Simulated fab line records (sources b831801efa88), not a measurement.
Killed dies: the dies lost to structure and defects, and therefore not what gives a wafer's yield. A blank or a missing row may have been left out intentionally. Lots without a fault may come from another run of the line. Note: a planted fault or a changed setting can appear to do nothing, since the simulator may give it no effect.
fab line records ; flow gf180mcu
record lots=11; wafers=33; last-day=33
route steps=602 shown SALICIDE@286 CONTACT@303 V3@431 PASSIVATION@599
lots that met no fault: from a run of the same line without faults
start-h: start of the lot's first displayed wafer, in hours after the record's first day ; wait-h: how many hours have passed since the lot's step before this one ; " the same as in the row above ; L1.1+2: a single row standing in for several wafers ; - no value, or no start was given ; * or withheld: withheld ; < > ~ a bound
route shown NAME@n: NAME is a module with steps in the file, n the number in the route of the first one ; usual: the fault-free wafers' mean and standard deviation ; same: alike in all rows ; chamber/n: place in a boat ; sites: the reading at each site ; _std_site: standard deviation of those values ; _edge_site: mean of outer sites minus mean of inner sites ; radius-mm: how far each site lies from the wafer's centre ; mask NAME#n: copy n ; behind: tool/chamber where the wafer was last shaped ; hold: why the lot went on hold/how many hours it stayed there/how the hold came to an end ; device: which transistor (n, p or np) failed to switch ; end of line: the route-end tests of the same wafers ; where a step has no rows: the recipe by itself ; killed: dies lost to structure and defects at the first sort, not the wafer's yield ; map: shows each die of a wafer: x if killed, . if not, _ if none is there
set.NAME: the run value of the setting; set.NAME@STEP: its run value at that earlier step ; model.NAME: the simulator's own value behind a step, which no gauge read
steps of the route over a sample of lots; a table a step, a row a wafer
services: from which hour (start-h, from the record's first day; less than 0 if before it) a tool's chamber was out of use, for how many hours, and why
## steps
# step GF_SALICIDE_RTA_08
# recipe temp-c=800; time-s=30; ambient=N2
# usual lamp-power-pct=17.9/1.2; wafer_temp_C_max=803.0/1.2
lot.wafer;tool;chamber;start-h;wait-h;lamp-power-pct;wafer_temp_C_max
L371.3;rtp-anneal-01;0;334.78;0.0;16.4;802.0
L371.4;rtp-anneal-01;0;334.78;0.0;16.4;802.5
L371.5;rtp-anneal-01;0;334.78;0.0;16.4;802.2
L372.3;rtp-anneal-02;0;349.71;0.0;18.9;805.0
L372.5;rtp-anneal-02;0;349.71;0.0;18.9;803.6
L372.6;rtp-anneal-02;0;349.71;0.0;18.9;805.9
L373.1;rtp-anneal-02;0;352.51;0.0;18.9;803.5
L373.2;rtp-anneal-02;0;352.51;0.0;18.9;803.4
L373.6;rtp-anneal-02;0;352.51;0.0;19.0;803.2
L374.1;rtp-anneal-02;0;371.22;0.0;19.0;803.9
L374.2;rtp-anneal-02;0;371.22;0.0;18.9;804.2
L374.6;rtp-anneal-02;0;371.22;0.0;18.9;804.2
L375.1;rtp-anneal-01;0;394.32;0.0;16.4;802.4
L375.2;rtp-anneal-01;0;394.32;0.0;16.4;802.3
L375.5;rtp-anneal-01;0;394.32;0.0;16.4;801.5
L378.1;rtp-anneal-01;0;410.07;0.0;16.4;801.8
L378.4;rtp-anneal-01;0;410.07;0.0;16.4;801.3
L378.6;rtp-anneal-01;0;410.07;0.0;16.4;801.9
L377.2;rtp-anneal-01;0;422.45;0.0;16.4;801.4
L377.3;rtp-anneal-01;0;422.45;0.0;16.4;801.7
L377.4;rtp-anneal-01;0;422.45;0.0;16.4;802.3
L381.2;rtp-anneal-02;0;440.13;0.0;18.9;804.0
L381.4;rtp-anneal-02;0;440.13;0.0;19.0;804.6
L381.5;rtp-anneal-02;0;440.13;0.0;19.0;803.4
L382.2;rtp-anneal-01;0;455.17;0.0;16.4;800.9
L382.4;rtp-anneal-01;0;455.17;0.0;16.4;802.7
L382.5;rtp-anneal-01;0;455.17;0.0;16.4;802.5
L384.2;rtp-anneal-02;0;462.86;0.0;18.9;804.4
L384.3;rtp-anneal-02;0;462.86;0.0;18.9;804.0
L384.5;rtp-anneal-02;0;462.86;0.0;18.9;803.1
L385.1;rtp-anneal-02;0;477.34;0.0;19.0;803.0
L385.4;rtp-anneal-02;0;477.34;0.0;19.0;803.5
L385.6;rtp-anneal-02;0;477.34;0.0;18.9;804.5
# step GF_CONTACT_ETCH_16
# recipe chemistry=N2/H2; target-depth-a=withheld; overetch-a=withheld; time-s=withheld; target=BARC; ion-energy-ev=200; source-w=500; bias-w=100; pressure-mtorr=30; n2-flow-sccm=100; h2-flow-sccm=200
# usual drypump-motor-current-A=5.7/0.53; oes-product-au=0.856/0.0054; throttle-valve-pct=13.224/0.0085
lot.wafer;tool;chamber;start-h;wait-h;drypump-motor-current-A;oes-product-au;throttle-valve-pct
L371.3;rie-diel-02;0;357.71;0.0;5.7;0.853;13.221
L371.4;rie-diel-02;2;357.71;0.0;6.4;0.853;13.217
L371.5;rie-diel-02;2;357.71;0.0;6.5;0.850;13.230
L372.3;rie-diel-02;2;372.75;0.0;6.4;0.858;13.232
L372.5;rie-diel-02;3;372.75;0.0;5.3;0.856;13.236
L372.6;rie-diel-02;2;372.75;0.0;6.5;0.861;13.217
L373.1;rie-diel-04;1;375.85;0.0;4.7;0.842;13.244
L373.2;rie-diel-04;2;375.85;0.0;5.1;0.849;13.230
L373.6;rie-diel-04;0;375.85;0.0;5.8;0.855;13.220
L374.1;rie-diel-04;0;394.70;0.0;5.8;0.857;13.228
L374.2;rie-diel-04;1;394.70;0.0;4.7;0.854;13.223
L374.6;rie-diel-04;1;394.70;0.0;4.7;0.856;13.227
L375.1;rie-diel-04;2;417.12;0.0;5.1;0.856;13.211
L375.2;rie-diel-04;3;417.12;0.0;5.9;0.858;13.225
L375.5;rie-diel-04;2;417.12;0.0;5.1;0.851;13.213
L378.1;rie-diel-03;3;431.64;0.0;5.6;0.865;13.227
L378.4;rie-diel-03;1;431.64;0.0;6.4;0.860;13.215
L378.6;rie-diel-03;3;431.64;0.0;5.6;0.863;13.229
L377.2;rie-diel-02;2;447.89;0.0;6.4;0.854;13.215
L377.3;rie-diel-02;3;447.89;0.0;5.2;0.862;13.233
L377.4;rie-diel-02;0;447.89;0.0;5.7;0.868;13.226
L381.2;rie-diel-04;0;464.66;0.0;5.7;0.859;13.241
L381.4;rie-diel-04;1;464.66;0.0;4.8;0.857;13.230
L381.5;rie-diel-04;1;464.66;0.0;4.7;0.860;13.230
L382.2;rie-diel-03;1;480.12;0.0;6.4;0.857;13.228
L382.4;rie-diel-03;0;480.12;0.0;6.3;0.852;13.220
L382.5;rie-diel-03;2;480.12;0.0;5.9;0.857;13.226
L384.2;rie-diel-02;2;487.97;0.0;6.4;0.858;13.209
L384.3;rie-diel-02;0;487.97;0.0;5.7;0.850;13.227
L384.5;rie-diel-02;1;487.97;0.0;6.0;0.855;13.229
L385.1;rie-diel-03;0;502.12;0.0;6.3;0.859;13.234
L385.4;rie-diel-03;3;502.12;0.0;5.6;0.857;13.230
L385.6;rie-diel-03;2;502.12;0.0;5.9;0.859;13.204
# step GF_V3_CVD_02
# recipe material=SiO2; target-thk-nm=850; precursor=TEOS; temp-c=400; time-s=94.851; rf-w=600
# usual heater-power-w=667/100
lot.wafer;tool;chamber;start-h;wait-h;heater-power-w
L371.3;pecvd-01;2;480.85;0.0;784
L371.4;pecvd-01;2;480.85;0.0;839
L371.5;pecvd-01;1;480.85;0.0;681
L372.3;pecvd-03;2;499.36;0.0;812
L372.5;pecvd-03;1;499.36;0.0;589
L372.6;pecvd-03;0;499.36;0.0;491
L373.1;pecvd-01;1;503.98;0.1;697
L373.2;pecvd-01;0;503.98;0.1;622
L373.6;pecvd-01;2;503.98;0.1;781
L374.1;pecvd-03;0;521.05;0.1;569
L374.2;pecvd-03;2;521.05;0.1;818
L374.6;pecvd-03;0;521.05;0.1;591
L375.1;pecvd-04;2;543.75;0.1;742
L375.2;pecvd-04;1;543.75;0.1;754
L375.5;pecvd-04;0;543.75;0.1;630
L378.1;pecvd-01;0;558.51;0.1;527
L378.4;pecvd-01;1;558.51;0.1;686
L378.6;pecvd-01;2;558.51;0.1;649
L377.2;pecvd-03;2;574.66;0.0;794
L377.3;pecvd-03;1;574.66;0.0;522
L377.4;pecvd-03;2;574.66;0.0;650
L381.2;pecvd-04;0;588.15;0.0;624
L381.4;pecvd-04;0;588.15;0.0;655
L381.5;pecvd-04;2;588.15;0.0;598
L382.2;pecvd-01;0;602.20;0.0;580
L382.4;pecvd-01;0;602.20;0.0;621
L382.5;pecvd-01;1;602.20;0.0;807
L384.2;pecvd-01;1;607.48;0.0;806
L384.3;pecvd-01;2;607.48;0.0;794
L384.5;pecvd-01;2;607.48;0.0;831
L385.1;pecvd-01;0;622.82;0.1;618
L385.4;pecvd-01;0;622.82;0.1;495
L385.6;pecvd-01;1;622.82;0.1;771
# step GF_V3_THK_MEAS_03
# recipe reads=SiO2_of_V3_CVD_02
# usual V3_CVD_02_THK=849/11
lot.wafer;tool;chamber;start-h;wait-h;V3_CVD_02_THK[nm]
L371.3;film-metro-03;-;480.94;0.1;835
L371.4;film-metro-03;-;480.94;0.1;849
L371.5;film-metro-03;-;480.94;0.1;851
L372.3;film-metro-01;-;499.45;0.1;841
L372.5;film-metro-01;-;499.45;0.1;840
L372.6;film-metro-01;-;499.45;0.1;847
L373.1;film-metro-02;-;504.05;0.0;841
L373.2;film-metro-02;-;504.05;0.0;853
L373.6;film-metro-02;-;504.05;0.0;863
L374.1;film-metro-02;-;521.12;0.0;840
L374.2;film-metro-02;-;521.12;0.0;852
L374.6;film-metro-02;-;521.12;0.0;850
L375.1;film-metro-02;-;543.82;0.0;854
L375.2;film-metro-02;-;543.82;0.0;849
L375.5;film-metro-02;-;543.82;0.0;859
L378.1;film-metro-02;-;558.58;0.0;839
L378.4;film-metro-02;-;558.58;0.0;842
L378.6;film-metro-02;-;558.58;0.0;861
L377.2;film-metro-01;-;574.74;0.0;831
L377.3;film-metro-01;-;574.74;0.0;832
L377.4;film-metro-01;-;574.74;0.0;849
L381.2;film-metro-02;-;588.27;0.1;849
L381.4;film-metro-02;-;588.27;0.1;849
L381.5;film-metro-02;-;588.27;0.1;858
L382.2;film-metro-02;-;602.28;0.0;834
L382.4;film-metro-02;-;602.28;0.0;842
L382.5;film-metro-02;-;602.28;0.0;856
L384.2;film-metro-03;-;607.55;0.0;837
L384.3;film-metro-03;-;607.55;0.0;830
L384.5;film-metro-03;-;607.55;0.0;847
L385.1;film-metro-01;-;622.89;0.0;834
L385.4;film-metro-01;-;622.89;0.0;1179
L385.6;film-metro-01;-;622.89;0.0;837
# step GF_V3_CMP_04
# recipe material=SiO2; down-force-psi=4; platen-rpm=60; pad-velocity-m-s=0.94248
# usual motor-current-A=11.7/0.88; time-to-endpoint-s=80/5.2
lot.wafer;tool;chamber;start-h;wait-h;motor-current-A;time-to-endpoint-s
L371.3;cmp-02;2;480.98;0.0;12.3;79
L371.4;cmp-02;0;480.98;0.0;11.1;90
L371.5;cmp-02;3;480.98;0.0;10.8;83
L372.3;cmp-01;3;499.59;0.1;12.5;80
L372.6;cmp-01;1;499.59;0.1;10.3;82
L372.5;cmp-01;2;499.59;0.1;11.5;78
L373.1;cmp-01;0;504.16;0.1;11.9;72
L373.2;cmp-01;2;504.16;0.1;11.9;77
L373.6;cmp-01;3;504.16;0.1;12.9;84
L374.2;cmp-01;1;521.23;0.1;10.3;89
L374.1;cmp-01;2;521.23;0.1;11.4;79
L374.6;cmp-01;1;521.23;0.1;10.9;87
L375.1;cmp-02;3;543.93;0.1;10.8;82
L375.2;cmp-02;0;543.93;0.1;10.9;86
L375.5;cmp-02;2;543.93;0.1;12.4;88
L378.4;cmp-01;1;558.74;0.1;10.2;80
L378.1;cmp-01;2;558.74;0.1;11.5;77
L378.6;cmp-01;0;558.74;0.1;11.4;85
L377.2;cmp-01;1;574.79;0.0;10.2;81
L377.4;cmp-01;2;574.79;0.0;11.5;77
L377.3;cmp-01;3;574.79;0.0;12.6;74
L381.4;cmp-02;1;588.37;0.1;12.8;81
L381.2;cmp-02;3;588.37;0.1;10.3;76
L381.5;cmp-02;1;588.37;0.1;12.7;85
L382.4;cmp-02;3;602.33;0.0;11.1;76
L382.2;cmp-02;0;602.33;0.0;12.4;77
L382.5;cmp-02;3;602.33;0.0;10.6;82
L384.2;cmp-02;2;607.70;0.1;12.3;76
L384.3;cmp-02;3;607.70;0.1;10.2;74
L384.5;cmp-02;1;607.70;0.1;12.6;86
L385.4;cmp-01;0;622.95;0.0;11.1;204
L385.1;cmp-01;1;622.95;0.0;10.4;79
L385.6;cmp-01;0;622.95;0.0;11.8;73
# step GF_PASSIVATION_STRIP_12
# recipe chemistry=O2/N2; power-w=1400; pressure-mtorr=1500; platen-temp-c=250; o2-flow-sccm=3000; n2-flow-sccm=300; overash-fraction=0.5
# usual drypump-motor-current-A=5.7/0.45; heater-power-w=322/43; oes-product-au=0.719/0.005; strip-time-to-endpoint-s=32.78/0.25
lot.wafer;tool;chamber;start-h;wait-h;drypump-motor-current-A;heater-power-w;oes-product-au;rf-hours-counter-h;strip-time-to-endpoint-s
L371.3;plasma-asher-02;1;665.25;0.2;6.0;291;0.725;-;33.03
L371.4;plasma-asher-02;0;665.25;0.2;5.8;286;0.717;-;32.77
L371.5;plasma-asher-02;1;665.25;0.2;6.0;289;0.715;-;32.64
L372.3;plasma-asher-04;1;680.06;0.2;4.7;299;0.721;-;32.86
L372.5;plasma-asher-04;0;680.06;0.2;6.0;316;0.710;-;32.74
L372.6;plasma-asher-04;1;680.06;0.2;4.8;301;0.716;-;32.65
L373.1;plasma-asher-02;1;684.48;0.1;6.0;295;0.719;106;32.97
L373.2;plasma-asher-02;0;684.48;0.1;5.9;292;0.723;106;33.02
L373.6;plasma-asher-02;1;684.48;0.1;6.0;294;0.714;-;32.91
L374.1;plasma-asher-02;1;696.02;0.1;6.0;293;0.715;107;32.81
L374.2;plasma-asher-02;0;696.02;0.1;5.9;294;0.715;107;33.09
L374.6;plasma-asher-02;1;696.02;0.1;6.0;288;0.719;-;32.51
L375.1;plasma-asher-03;0;713.57;0.1;5.7;449;0.725;30;32.74
L375.2;plasma-asher-03;1;713.57;0.1;5.5;319;0.718;30;32.88
L375.5;plasma-asher-03;1;713.57;0.1;5.5;316;0.714;-;32.71
L378.1;plasma-asher-02;0;727.87;0.1;5.8;287;0.720;111;32.59
L378.4;plasma-asher-02;0;727.87;0.1;5.8;298;0.710;-;32.59
L378.6;plasma-asher-02;1;727.87;0.1;6.0;292;0.725;-;32.63
L377.2;plasma-asher-04;0;739.87;0.1;6.1;313;0.714;97;32.74
L377.3;plasma-asher-04;0;739.87;0.1;6.0;315;0.717;-;32.47
L377.4;plasma-asher-04;1;739.87;0.1;4.8;301;0.719;-;32.57
L381.2;plasma-asher-02;1;749.92;0.1;6.0;326;0.728;1;32.62
L381.4;plasma-asher-02;1;749.92;0.1;6.0;328;0.721;-;32.98
L381.5;plasma-asher-02;1;749.92;0.1;6.0;329;0.720;-;32.90
L382.2;plasma-asher-02;0;762.68;0.1;5.8;312;0.711;2;32.70
L382.4;plasma-asher-02;1;762.68;0.1;6.0;326;0.721;-;33.10
L382.5;plasma-asher-02;0;762.68;0.1;5.8;308;0.714;-;32.75
L384.2;plasma-asher-03;0;767.22;0.1;5.7;440;0.724;37;32.90
L384.3;plasma-asher-03;0;767.22;0.1;5.7;436;0.718;-;32.55
L384.5;plasma-asher-03;1;767.22;0.1;5.5;311;0.712;-;33.08
L385.1;plasma-asher-03;1;780.47;0.1;5.5;313;0.719;38;33.11
L385.4;plasma-asher-03;0;780.47;0.1;5.7;437;0.726;-;33.21
L385.6;plasma-asher-03;1;780.47;0.1;5.5;315;0.714;-;33.28
## services
tool;chamber;start-h;hours;kind
pecvd-01;-;325.68;14.6;pm
rtp-anneal-02;-;325.87;1.5;pm
cmp-01;-;327.03;0.5;repair
pecvd-01;-;352.75;14.4;repair
cmp-01;-;391.34;0.8;repair
cmp-01;-;404.05;4.0;pm
cmp-02;-;411.07;4.2;repair
plasma-asher-02;-;416.48;2.8;pm
cmp-01;-;442.04;1.6;repair
cmp-01;-;447.23;1.4;repair
cmp-02;-;449.29;4.4;pm
cmp-01;-;456.11;4.2;pm
cmp-01;-;460.70;6.8;pm
cmp-01;-;527.03;1.0;repair
cmp-01;-;620.22;0.8;repair
cmp-01;-;627.69;1.4;repair
cmp-01;-;659.90;0.9;repair
cmp-01;-;661.19;5.1;repair
plasma-asher-02;-;711.56;3.8;repair
plasma-asher-02;-;733.79;9.0;pm
cmp-01;-;737.42;1.2;repair
cmp-01;-;744.08;4.0;pm
cmp-01;-;745.92;0.4;repair
pecvd-01;-;770.01;0.3;repair
## key
first-sign step=GF_V3_THK_MEAS_03; reading=V3_CVD_02_THK; direction=up; sigmas=30; usual=849; struck=1179
effect step=GF_V3_CMP_04; reading=time-to-endpoint-s; direction=up; sigmas=24; usual=*; struck=*
met-at GF_V3_CVD_02
struck-lots L385
struck-wafers L385.4
not-acting-at GF_SALICIDE_RTA_08,GF_CONTACT_ETCH_16,GF_PASSIVATION_STRIP_12
onset-between 607.48 622.82
fault kind=process-parameter-drift; tool=pecvd-01; chamber=-; onset-h=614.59; steps=GF_V3_CVD_02; channel=target-thk-nm; offset=342.3; shape=step; end-h=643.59; scope=struck-wafers-only; acts-in=these-recipes-only; stated=850
